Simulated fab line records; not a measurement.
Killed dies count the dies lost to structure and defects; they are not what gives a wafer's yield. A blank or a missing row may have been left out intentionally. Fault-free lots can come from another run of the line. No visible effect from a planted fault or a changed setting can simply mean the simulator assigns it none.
fab line records	flow sky130
[record] lots = 11	wafers = 33	lastDay = 50
route steps=708 shown VIA3@596 METAL4@629 PAD_OPEN@708
lots with no fault: from the same line, run without faults
startH: the number of hours between the record's first day and the start of the first shown wafer of the lot	waitH: hours since the lot's step before	" the same as in the row above	L1.1+2: a row that stands for several wafers	- no value present, or no start provided	* or withheld: withheld	< > ~ a bound
route shown NAME@n: a module of which the file shows steps, and the number in the route of the first	usual: mean/standard deviation taken from wafers without a fault	same: alike in all rows	chamber/n: place in a boat	sites: the reading at each site	_std_site: the values' standard deviation	_edge_site: the outer-site mean with the inner-site mean subtracted	radiusMm: how far each site lies from the wafer's centre	mask NAME#n: copy n	behind: tool/chamber where the wafer was last shaped	hold: reason for holding the lot/hours on hold/outcome of the hold	device: names the non-switching transistor (n, p or np)	end of line: the tests these same wafers got at the end of their route	step lacking rows: just its recipe	killed: dies lost to structure and defects at the first sort, not the wafer's yield	map: per-die view of a wafer (x killed, . not killed, _ where there is no die)
set.NAME: the run value of the setting; set.NAME@STEP: its run value at that earlier step	model.NAME: the simulator's own value behind a step, which no gauge read
one table for each step of the route and one row for each wafer, over a sample of lots
services: from which hour (startH, from the record's first day; less than 0 if before it) a tool's chamber was out of use, for how many hours, and why
[[steps]]
[step SKY_VIA3_THK_MEAS_23]
[recipe] thkMeasGauge = xrf	reads = W_of_VIA3_CVD_21
[usual] VIA3_W_THK = 386/9.1
lot.wafer	tool	chamber	startH	waitH	VIA3_W_THK[nm]
L664.1	filmMetro-03	-	921.77	0.1	387
L664.2	"	-	"	"	391
L664.6	"	-	"	"	392
L665.2	filmMetro-02	-	935.38	0.1	381
L665.3	"	-	"	"	384
L665.6	"	-	"	"	378
L668.1	filmMetro-02	-	962.87	0.1	378
L668.3	"	-	"	"	398
L668.4	"	-	"	"	385
L672.1	filmMetro-03	-	989.94	0.1	380
L672.3	"	-	"	"	403
L672.4	"	-	"	"	381
L676.1	filmMetro-03	-	1014.13	0.1	398
L676.3	"	-	"	"	397
L676.6	"	-	"	"	372
L680.2	filmMetro-03	-	1035.24	0.1	375
L680.4	"	-	"	"	382
L680.5	"	-	"	"	378
L677.2	filmMetro-03	-	1040.04	0.1	401
L677.4	"	-	"	"	380
L677.5	"	-	"	"	394
L681.2	filmMetro-04	-	1043.10	0.1	376
L681.5	"	-	"	"	376
L681.6	"	-	"	"	377
L685.4	filmMetro-02	-	1065.51	0.1	384
L685.5	"	-	"	"	393
L685.6	"	-	"	"	381
L686.2	filmMetro-02	-	1072.59	0.1	403
L686.4	"	-	"	"	402
L686.6	"	-	"	"	385
L687.2	filmMetro-02	-	1077.11	0.1	404
L687.4	"	-	"	"	401
L687.5	"	-	"	"	382
[step SKY_VIA3_CMP_24]
[recipe] stopOn = SiO2	tOverpolishS = 20	downForcePsi = 3.5	platenRpm = 60	targetThkNm = 0	padVelocityMS = 0.94248
[usual] headPressurePsi = 3.501/0.0089	motorCurrentA = 10.8/1.6	overpolishRunS = 20.001/0.0092	timeToEndpointS = 96/3.8
lot.wafer	tool	chamber	startH	waitH	headPressurePsi	motorCurrentA	overpolishRunS	timeToEndpointS
L664.1	cmp-02	1	921.88	0.1	3.514	12.1	20.010	95
L664.2	"	2	"	"	3.491	12.3	20.015	97
L664.6	"	1	"	"	3.514	11.6	19.998	93
L665.2	cmp-02	0	935.43	0.0	3.485	10.6	20.016	100
L665.3	"	1	"	"	3.516	12.0	19.988	94
L665.6	"	0	"	"	3.486	10.1	20.001	97
L668.4	cmp-02	3	962.93	0.0	3.500	12.9	20.008	97
L668.1	"	1	"	"	3.493	11.5	20.002	90
L668.3	"	2	"	"	3.505	12.3	19.997	101
L672.3	cmp-01	2	990.00	0.0	3.490	12.5	20.019	99
L672.1	"	3	"	"	3.490	8.6	19.995	97
L672.4	"	0	"	"	3.502	8.8	20.007	99
L676.1	cmp-02	2	1014.24	0.1	3.501	12.4	20.002	97
L676.3	"	0	"	"	3.491	10.6	20.010	98
L676.6	"	2	"	"	3.501	12.2	20.002	93
L680.2	cmp-02	3	1035.39	0.1	3.508	12.2	19.996	97
L680.4	"	0	"	"	3.491	10.3	20.011	98
L680.5	"	1	"	"	3.525	12.2	20.008	93
L677.4	cmp-01	0	1040.31	0.2	3.502	8.8	20.001	92
L677.2	"	2	"	"	3.497	12.1	20.007	99
L677.5	"	0	"	"	3.501	9.4	19.990	95
L681.2	cmp-01	0	1043.25	0.1	3.497	8.7	20.006	95
L681.5	"	2	"	"	3.516	12.3	19.998	91
L681.6	"	3	"	"	3.501	8.6	19.988	92
L685.4	cmp-01	0	1065.69	0.2	3.503	8.6	19.987	95
L685.6	"	1	"	"	3.491	12.1	20.006	95
L685.5	"	2	"	"	3.494	11.6	19.981	96
L686.4	cmp-02	1	1072.64	0.0	3.495	12.2	19.998	96
L686.2	"	3	"	"	3.496	12.4	20.004	106
L686.6	"	2	"	"	3.505	13.2	20.009	99
L687.4	cmp-01	2	1077.25	0.1	3.494	12.1	19.988	98
L687.2	"	1	"	"	3.512	11.5	20.006	104
L687.5	"	3	"	"	3.486	8.3	20.004	96
[step SKY_METAL4_CD_MEAS_13]
[recipe] targetCdNm = 300
[usual] cdNm = 300.2/1.2
lot.wafer	tool	chamber	startH	waitH	cdNm
L664.1	cdSem-02	-	971.18	-	301.3
L664.2	"	-	"	"	302.0
L664.6	"	-	"	"	301.0
L665.2	cdSem-01	-	984.50	-	300.5
L665.3	"	-	"	"	300.0
L665.6	"	-	"	"	299.1
L668.1	cdSem-02	-	1010.53	-	298.7
L668.3	"	-	"	"	300.3
L668.4	"	-	"	"	300.2
L672.1	cdSem-02	-	1035.82	-	302.0
L672.3	"	-	"	"	299.7
L672.4	"	-	"	"	301.2
L676.1	cdSem-01	-	1058.48	-	299.8
L676.3	"	-	"	"	299.8
L676.6	"	-	"	"	300.9
L680.2	cdSem-02	-	1079.40	-	299.2
L680.4	"	-	"	"	300.2
L680.5	"	-	"	"	299.0
L677.2	cdSem-02	-	1084.04	-	300.7
L677.4	"	-	"	"	301.8
L677.5	"	-	"	"	301.8
L681.2	cdSem-02	-	1086.05	-	300.7
L681.5	"	-	"	"	299.7
L681.6	"	-	"	"	299.9
L685.4	cdSem-02	-	1108.24	-	300.0
L685.5	"	-	"	"	299.5
L685.6	"	-	"	"	299.7
L686.2	cdSem-02	-	1114.54	-	296.9
L686.4	"	-	"	"	299.8
L686.6	"	-	"	"	299.1
L687.2	cdSem-01	-	1118.70	-	299.7
L687.4	"	-	"	"	299.8
L687.5	"	-	"	"	298.7
[step SKY_METAL4_METAL_ETCH_18]
[recipe] targetDepthA = 8450	stopOn = SiO2	overEtchFrac = 0.3	timeS = 183.1	chemistry = Cl2/BCl3	resistSidewallDeg = 88	pressureMtorr = 10	icpW = 900	biasW = 48.5	Cl2_flow_sccm = 60	bcl3FlowSccm = 30
[usual] biasW = 48.54/0.15	chamberPressureMTorr = 9.999/0.01	drypumpMotorCurrentA = 6.0/0.33	heBacksideLeakSccm = 3.40/0.23	oesProductAu = 0.865/0.0069	throttleValvePct = 22.265/0.0086
lot.wafer	tool	chamber	startH	waitH	biasW	chamberPressureMTorr	drypumpMotorCurrentA	heBacksideLeakSccm	oesProductAu	rfHoursCounterH	throttleValvePct
L664.1	rieMetal-03	0	971.48	0.0	48.53	9.994	5.7	3.60	0.866	7	22.262
L664.2	"	1	"	"	48.47	10.008	6.7	3.80	0.855	4	22.262
L664.6	"	0	"	"	48.63	9.992	5.7	3.36	0.860	-	22.244
L665.2	rieMetal-01	1	984.78	0.0	48.61	9.990	6.0	3.16	0.867	14	22.263
L665.3	"	0	"	"	48.57	10.000	6.0	3.39	0.860	-	22.277
L665.6	"	0	"	"	48.50	9.985	6.0	3.36	0.862	-	22.255
L668.1	rieMetal-03	1	1010.83	0.0	48.68	9.991	6.7	3.45	0.860	6	22.269
L668.3	"	1	"	"	48.51	10.006	6.6	3.65	0.859	-	22.253
L668.4	"	0	"	"	48.61	10.004	5.7	3.58	0.873	-	22.276
L672.1	rieMetal-02	0	1036.13	0.0	48.53	10.016	5.6	3.68	0.885	23	22.264
L672.3	"	0	"	"	48.41	9.993	5.6	3.49	0.876	-	22.263
L672.4	"	1	"	"	48.52	9.980	6.0	3.04	0.883	-	22.267
L676.1	rieMetal-02	1	1058.91	0.0	48.58	8.013	6.0	3.19	0.872	13	22.266
L676.3	"	0	"	"	48.63	8.009	5.6	3.47	0.864	-	22.259
L676.6	"	0	"	"	48.42	7.992	5.6	3.48	0.872	-	22.272
L680.2	rieMetal-01	1	1079.81	0.0	48.44	10.014	5.9	3.14	0.863	23	22.252
L680.4	"	0	"	"	48.51	9.985	6.0	3.55	0.860	-	22.245
L680.5	"	1	"	"	48.34	10.008	6.0	3.05	0.864	-	22.259
L677.2	rieMetal-02	1	1084.33	0.0	48.47	7.998	6.0	3.34	0.871	16	22.250
L677.4	"	1	"	"	48.41	7.991	6.0	3.20	0.874	-	22.254
L677.5	"	1	"	"	48.41	8.002	6.0	3.14	0.879	-	22.274
L681.2	rieMetal-01	1	1086.33	0.0	48.57	9.995	5.9	3.17	0.851	23	22.261
L681.5	"	0	"	"	48.56	10.003	6.1	3.42	0.859	-	22.268
L681.6	"	1	"	"	48.49	9.984	5.9	3.23	0.866	-	22.272
L685.4	rieMetal-03	1	1108.54	0.1	48.52	10.008	6.6	3.70	0.863	-	22.267
L685.5	"	0	"	"	48.18	9.995	5.6	3.56	0.866	-	22.268
L685.6	"	1	"	"	48.76	9.999	6.6	3.90	0.862	-	22.269
L686.2	rieMetal-03	0	1114.83	0.0	48.45	9.991	5.7	3.68	0.870	17	22.271
L686.4	"	1	"	"	48.38	9.998	6.6	3.61	0.868	-	22.261
L686.6	"	0	"	"	48.44	10.002	5.6	3.62	0.855	-	22.261
L687.2	rieMetal-01	1	1118.98	0.0	48.30	10.007	6.0	3.20	0.874	25	22.242
L687.4	"	0	"	"	48.43	9.994	6.1	3.59	0.878	-	22.261
L687.5	"	1	"	"	48.48	9.990	6.0	3.16	0.863	-	22.268
[step SKY_PAD_OPEN_PROBE_99]
[usual] defectLimitedYield = 82.4/2.2	killed_at_M0_to_M3 = 44/7.7	killed_at_M4_up = 3.2/1.7	killedAtContacts = 24/5.3	killedAtFrontEnd = 15/4.3	killedAtOther = 0.3/0.57	killedDies = 87/11	killedOpen = 47/7.4	killedShort = 40/6.5	sort_bin_3_pad_short = 0.8/0.4	sort_bin_5_function = 10.5/1.6	sort_bin_6_memory = 6.3/1.2	sortNPass = 405/11	sortYieldPct = 82.4/2.2
[same] grossDies = 492	killedAtBackSide = 0	sort_bin_4_leakage[%] = 0	sort_bin_8_speed[%] = 0
lot.wafer	tool	chamber	startH	waitH	defectLimitedYield[%]	killed_at_M0_to_M3	killed_at_M4_up	killedAtContacts	killedAtFrontEnd	killedAtOther	killedDies	killedOpen	killedShort	sort_bin_3_pad_short[%]	sort_bin_5_function[%]	sort_bin_6_memory[%]	sortNPass	sortYieldPct[%]
L665.2	prober-01	-	1079.24	0.1	81.3	51	7	16	16	2	92	49	40	0.4	11.2	7.1	400	81.3
L665.3	prober-01	-	1079.29	0.2	79.9	61	2	25	11	0	99	50	48	0.8	12.2	7.1	393	79.9
L665.6	prober-01	-	1079.44	0.2	82.5	51	2	16	15	2	86	37	45	0.6	9.8	7.1	406	82.5
L676.1	prober-02	-	1145.80	0.1	81.7	41	4	24	21	0	90	46	44	1.8	10.2	6.3	402	81.7
L676.3	prober-02	-	1145.90	0.2	80.5	50	3	24	18	1	96	48	48	0.6	13.6	5.3	396	80.5
L676.6	prober-02	-	1146.05	0.2	82.1	46	3	16	23	0	88	38	50	0.8	12.0	5.1	404	82.1
L680.2	prober-01	-	1162.73	0.1	79.9	46	8	25	19	1	99	43	55	0.6	13.0	6.5	393	79.9
L680.4	prober-01	-	1162.83	0.2	81.5	53	9	22	7	0	91	52	39	0.8	9.1	8.5	401	81.5
L680.5	prober-01	-	1162.88	0.2	83.3	37	1	32	11	1	82	45	37	0.4	8.9	7.3	410	83.3
L677.2	prober-02	-	1167.94	0.1	82.3	42	3	27	15	0	87	43	44	0.6	11.2	5.9	405	82.3
L677.4	prober-02	-	1168.04	0.2	86.2	35	0	22	11	0	68	41	27	0.8	9.1	3.9	424	86.2
L677.5	prober-02	-	1168.09	0.2	82.9	46	4	23	11	0	84	43	41	1.2	10.2	5.7	408	82.9
// killed by level:class
L665.2 VIA1:geometricParticle:open=11 VIA2:geometricParticle:open=8 METAL2:geometricParticle:short=8 FIELD_ISO:geometricParticle:open=6 CONTACT:geometricParticle:open=6 VIA2:geometricParticle:short=6 VIA3:geometricParticle:open=6 POLY_GATE:geometricParticle:open=5
L665.3 VIA1:geometricParticle:open=14 VIA3:geometricParticle:open=8 CONTACT:geometricParticle:open=7 VIA1:geometricParticle:short=7 LI_CONTACT:geometricParticle:open=6 METAL2:geometricParticle:short=6 METAL3:geometricParticle:short=6 FIELD_ISO:geometricParticle:open=5
L665.6 VIA1:geometricParticle:open=12 METAL1:geometricParticle:short=9 METAL3:geometricParticle:short=8 VIA2:geometricParticle:open=7 CONTACT:geometricParticle:open=6 FIELD_ISO:geometricParticle:short=5 LOCAL_INTERCONNECT:geometricParticle:short=4 CONTACT:geometricParticle:short=4
L676.1 FIELD_ISO:geometricParticle:open=9 VIA3:geometricParticle:open=8 METAL2:geometricParticle:short=8 LI_CONTACT:geometricParticle:short=7 VIA1:geometricParticle:open=7 LI_CONTACT:geometricParticle:open=5 CONTACT:geometricParticle:short=5 VIA2:geometricParticle:open=4
L676.3 VIA3:geometricParticle:open=11 FIELD_ISO:geometricParticle:short=7 VIA2:geometricParticle:open=7 LI_CONTACT:geometricParticle:open=7 CONTACT:geometricParticle:open=6 VIA1:geometricParticle:open=6 METAL2:geometricParticle:short=5 VIA2:geometricParticle:short=5
L676.6 FIELD_ISO:geometricParticle:short=8 METAL1:geometricParticle:short=7 METAL2:geometricParticle:short=7 VIA1:geometricParticle:open=6 VIA3:geometricParticle:short=6 FIELD_ISO:geometricParticle:open=5 LOCAL_INTERCONNECT:geometricParticle:short=5 CONTACT:geometricParticle:open=5
L680.2 CONTACT:geometricParticle:open=8 CONTACT:geometricParticle:short=7 VIA2:geometricParticle:open=7 METAL4:geometricParticle:short=7 METAL1:geometricParticle:short=6 VIA1:geometricParticle:open=6 FIELD_ISO:geometricParticle:open=5 LI_CONTACT:geometricParticle:open=5
L680.4 VIA3:geometricParticle:open=12 METAL1:geometricParticle:short=9 VIA1:geometricParticle:open=9 LI_CONTACT:geometricParticle:open=7 METAL4:geometricParticle:short=6 CONTACT:geometricParticle:open=5 CONTACT:geometricParticle:short=5 VIA1:geometricParticle:short=4
L680.5 CONTACT:geometricParticle:open=13 VIA1:geometricParticle:open=8 LI_CONTACT:geometricParticle:short=7 VIA2:geometricParticle:open=7 LOCAL_INTERCONNECT:geometricParticle:short=6 VIA2:geometricParticle:short=5 VIA3:geometricParticle:open=4 POLY_GATE:geometricParticle:short=3
L677.2 VIA1:geometricParticle:open=8 CONTACT:geometricParticle:open=8 LOCAL_INTERCONNECT:geometricParticle:short=7 METAL1:geometricParticle:short=7 VIA2:geometricParticle:open=6 LI_CONTACT:geometricParticle:open=5 METAL2:geometricParticle:short=5 VIA3:geometricParticle:open=5
L677.4 LI_CONTACT:geometricParticle:open=10 VIA1:geometricParticle:open=10 CONTACT:geometricParticle:open=7 POLY_GATE:geometricParticle:short=5 METAL3:geometricParticle:short=5 POLY_GATE:geometricParticle:open=4 VIA3:geometricParticle:open=4 LI_CONTACT:geometricParticle:short=3
L677.5 VIA3:geometricParticle:open=10 VIA1:geometricParticle:open=9 VIA1:geometricParticle:short=8 CONTACT:geometricParticle:open=7 LI_CONTACT:geometricParticle:open=6 POLY_GATE:geometricParticle:open=5 LI_CONTACT:geometricParticle:short=4 VIA2:geometricParticle:short=4
[[services]]
tool	chamber	startH	hours	kind
rieMetal-01	-	911.02	0.7	repair
cmp-01	-	911.32	1.0	repair
cmp-01	-	916.91	4.0	pm
cmp-01	-	920.91	-	consumableReplace:conditioner
cmp-01	-	920.91	-	consumableReplace:pad
cmp-01	-	924.28	0.3	repair
rieMetal-01	1	935.69	20.8	repair
rieMetal-01	1	998.79	8.6	repair
rieMetal-01	0	1005.77	28.4	repair
rieMetal-03	0	1021.99	3.2	repair
cmp-02	-	1024.54	0.4	repair
cmp-02	-	1026.81	3.0	repair
rieMetal-01	0	1034.19	-	clean
rieMetal-01	0	1034.19	24.9	scheduledDown
rieMetal-01	0	1034.19	24.9	ventCycle
cmp-01	-	1034.50	0.5	repair
rieMetal-02	0	1037.48	9.4	repair
cmp-01	-	1037.71	2.5	repair
rieMetal-02	0	1062.00	-	clean
rieMetal-02	0	1062.00	19.8	scheduledDown
cmp-02	-	1084.68	4.0	pm
cmp-02	-	1088.68	-	consumableReplace:conditioner
cmp-02	-	1088.68	-	consumableReplace:pad
cmp-01	-	1107.04	7.4	repair
[[key]]
[firstSign] step = SKY_METAL4_METAL_ETCH_18	reading = chamberPressureMTorr	direction = down	sigmas = 99+	usual = 9.999	struck = 8.001
effect none on later readings
metAt SKY_METAL4_METAL_ETCH_18
struckLots L676,L677
notActingAt SKY_VIA3_THK_MEAS_23,SKY_VIA3_CMP_24,SKY_METAL4_CD_MEAS_13
onsetBetween 1036.13 1058.91
[fault] kind = processParameterDrift	tool = rieMetal-02	chamber = -	onsetH = 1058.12	steps = SKY_METAL4_METAL_ETCH_18	channel = pressureMtorr	offset = -2	shape = step	endH = 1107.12	actsIn = theseRecipesOnly	stated = 10
